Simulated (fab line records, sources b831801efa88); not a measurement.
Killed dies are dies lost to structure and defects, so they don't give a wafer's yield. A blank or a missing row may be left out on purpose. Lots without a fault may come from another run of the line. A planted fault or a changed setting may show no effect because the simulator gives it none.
Which tool did it? | flow gf180mcu | 12 lots, 36 wafers sampled, at 4 steps of a route of 602

WHAT THE GAUGES READ, wafer by wafer
GF_MIM_THK_MEAS_06. Usual: MIM_CVD_05_THK 42.1 nm, standard deviation 0.59.
lot  | measured     | on            | MIM_CVD_05_THK (nm) | flag
L227 | day 24 17:18 | film_metro-01 | 42.4 42.7 42.7      |
L228 | day 25 00:01 | film_metro-04 | 41.4 41.3 42.3      |
L229 | day 25 06:29 | film_metro-01 | 42.9 42.9 42.7      |
L230 | day 25 16:58 | film_metro-01 | 42.2 40.6 41.2      |
L231 | day 26 02:04 | film_metro-03 | 41.4 41.7 41.6      |
L232 | day 26 11:32 | film_metro-04 | 42.4 42.7 43.3      |
L233 | day 26 16:31 | film_metro-03 | 42.8 42.0 42.8      |
L234 | day 27 02:31 | film_metro-01 | 41.6 42.1 42.1      |
L242 | day 29 11:57 | film_metro-03 | 41.9 41.9 41.6      |
L244 | day 30 04:53 | film_metro-01 | 41.8 42.1 42.0      |
L245 | day 30 11:27 | film_metro-01 | 41.7 42.3 41.7      |
L249 | day 31 06:20 | film_metro-03 | 41.6 41.1 41.7      |

GF_TOP_METAL_RS_MEAS_05: measures by four-point-probe. Usual: TOP_METAL_ALCU_RS 0.0327 ohm/sq, standard deviation 0.00045.
lot  | measured     | on            | TOP_METAL_ALCU_RS (ohm/sq) | flag
L227 | day 27 12:04 | film_metro-01 | 0.0333 0.0332 0.0330       |
L228 | day 27 19:41 | film_metro-03 | 0.0324 0.0326 0.0321       |
L229 | day 28 00:00 | film_metro-03 | 0.0320 0.0326 0.0328       |
L230 | day 28 13:25 | film_metro-03 | 0.0320 0.0327 0.0325       |
L231 | day 28 17:28 | film_metro-02 | 0.0323 0.0324 0.0319       |
L232 | day 29 05:41 | film_metro-02 | 0.0320 0.0325 0.0323       |
L233 | day 29 10:19 | film_metro-03 | 0.0321 0.0331 0.0323       |
L234 | day 29 15:05 | film_metro-01 | 0.0329 0.0327 0.0327       |
L242 | day 31 22:55 | film_metro-01 | 0.0321 0.0322 0.0323       |
L244 | day 32 12:22 | film_metro-02 | 0.0336 0.0338 0.0338       |
L245 | day 32 18:47 | film_metro-01 | 0.0329 0.0329 0.0331       |
L249 | day 33 12:38 | film_metro-01 | 0.0334 0.0328 0.0330       |

WHICH TOOL RAN EACH LOT (tool, then ch and the chambers of the sampled wafers, then the start)
lot  | GF_MIM_METAL_ETCH_19              | GF_V5_SPUTTER_22
L227 | rie_metal-02 ch 1, day 25 15:02   | pvd_sputter-01, day 27 11:13
L228 | rie_metal-01 ch 0, day 25 21:43   | pvd_sputter-03, day 27 18:49
L229 | rie_metal-03 ch 0,1, day 26 03:13 | pvd_sputter-04, day 27 23:06
L230 | rie_metal-02 ch 0,1, day 26 13:56 | pvd_sputter-01, day 28 12:23
L231 | rie_metal-01 ch 0,1, day 26 22:53 | pvd_sputter-01, day 28 16:36
L232 | rie_metal-03 ch 0,1, day 27 07:32 | pvd_sputter-01, day 29 04:50
L233 | rie_metal-03 ch 0,1, day 27 13:35 | pvd_sputter-01, day 29 09:28
L234 | rie_metal-02 ch 0,1, day 27 22:50 | pvd_sputter-01, day 29 14:13
L242 | rie_metal-01 ch 0, day 30 06:36   | pvd_sputter-03, day 31 21:52
L244 | rie_metal-02 ch 0,1, day 30 22:50 | pvd_sputter-03, day 32 11:31
L245 | rie_metal-01 ch 0,1, day 31 05:13 | pvd_sputter-01, day 32 17:53
L249 | rie_metal-01 ch 0,1, day 31 23:56 | pvd_sputter-01, day 33 11:47
- GF_MIM_METAL_ETCH_19: etches the open film in Cl2/BCl3, stops on Si3N4, target depth 324.5 nm, time 54.1 s.
- GF_V5_SPUTTER_22: material TiN, target thk 10 nm, time 40 s.

WHAT THE TOOLS THEMSELVES READ (means of the sampled wafers that have a number; where no wafer has one, the mark that the record gives instead)
GF_MIM_METAL_ETCH_19. Usual: drypump_motor_current_A 5.7 A, standard deviation 0.4; oes_product_au 0.941 a.u., standard deviation 0.0077; throttle_valve_pct 28.284 %, standard deviation 0.011.
lot  | tool         | drypump_motor_current_A (A) | oes_product_au (a.u.) | throttle_valve_pct (%) | flag
L227 | rie_metal-02 | 5.1                         | 0.943                 | 28.284                 |
L228 | rie_metal-01 | 6.0                         | 0.942                 | 28.288                 |
L229 | rie_metal-03 | 5.7                         | 0.938                 | 28.293                 |
L230 | rie_metal-02 | 5.4                         | 0.950                 | 28.279                 |
L231 | rie_metal-01 | 6.0                         | 0.934                 | 28.281                 |
L232 | rie_metal-03 | 5.5                         | 0.939                 | 28.284                 |
L233 | rie_metal-03 | 5.5                         | 0.938                 | 28.292                 |
L234 | rie_metal-02 | 5.8                         | 0.949                 | 28.285                 |
L242 | rie_metal-01 | 5.9                         | 0.945                 | 28.279                 |
L244 | rie_metal-02 | 5.8                         | 0.932                 | 28.288                 |
L245 | rie_metal-01 | 6.1                         | 0.944                 | 28.275                 |
L249 | rie_metal-01 | 6.1                         | 0.953                 | 28.270                 |

GF_V5_SPUTTER_22. Usual: chamber_pressure_pa 5.000 Pa, standard deviation 0.011; throttle_valve_pct 29.6 %, standard deviation 0.75.
lot  | tool           | chamber_pressure_pa (Pa) | throttle_valve_pct (%) | flag
L227 | pvd_sputter-01 | 4.995                    | 29.9                   |
L228 | pvd_sputter-03 | 5.002                    | 30.2                   |
L229 | pvd_sputter-04 | 5.012                    | 29.7                   |
L230 | pvd_sputter-01 | 4.996                    | 29.7                   |
L231 | pvd_sputter-01 | 4.995                    | 29.7                   |
L232 | pvd_sputter-01 | 5.003                    | 29.8                   |
L233 | pvd_sputter-01 | 5.001                    | 29.8                   |
L234 | pvd_sputter-01 | 5.006                    | 29.8                   |
L242 | pvd_sputter-03 | 5.627                    | 27.9                   | OFF
L244 | pvd_sputter-03 | 5.615                    | 27.5                   | OFF
L245 | pvd_sputter-01 | 4.997                    | 29.7                   |
L249 | pvd_sputter-01 | 5.003                    | 29.8                   |

THE ANSWER, worked out from the rows above alone
Rule: a lot is off if the mean of its wafers that have a number lies more than 3 standard deviations from the usual mean. A lot without any number at a reading at which 4 lots or more have one is off too. The other lots that the step has rows for count as sound. The gauges are gone through in route order, then the tools' own readings, and for those a lot's mean is taken as printed above. The first step at which some lot is off is used, and at that step the reading that is off furthest; a lot without a number counts as furthest.
Off: L242, L244, at GF_V5_SPUTTER_22 (chamber_pressure_pa).
A tool fits if, at that step or a process step before it, it ran every lot that is off, and no sound lot after the first of them. One fits: pvd_sputter-03 at GF_V5_SPUTTER_22. Its last sound lot is L228 (day 27 18:49), its first lot that is off L242 (day 31 21:52): a fault that began between those two fits.
The tool's own readings at GF_V5_SPUTTER_22 bear it out: on the lots that are off they differ by more than 5 times the standard deviation of the sound lots' means. chamber_pressure_pa reads 5.621 Pa there against 5.001 Pa on the sound lots; throttle_valve_pct reads 27.7 % there against 29.8 % on the sound lots.

WHAT THE SIMULATOR HAD PUT IN
Process parameter drift: pvd_sputter-03, from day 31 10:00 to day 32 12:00, at GF_V5_SPUTTER_22. Setting chamber_pressure_pa, moved by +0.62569, from 5. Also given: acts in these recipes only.
Lots struck among those shown: L242, L244. The rule above found the same.
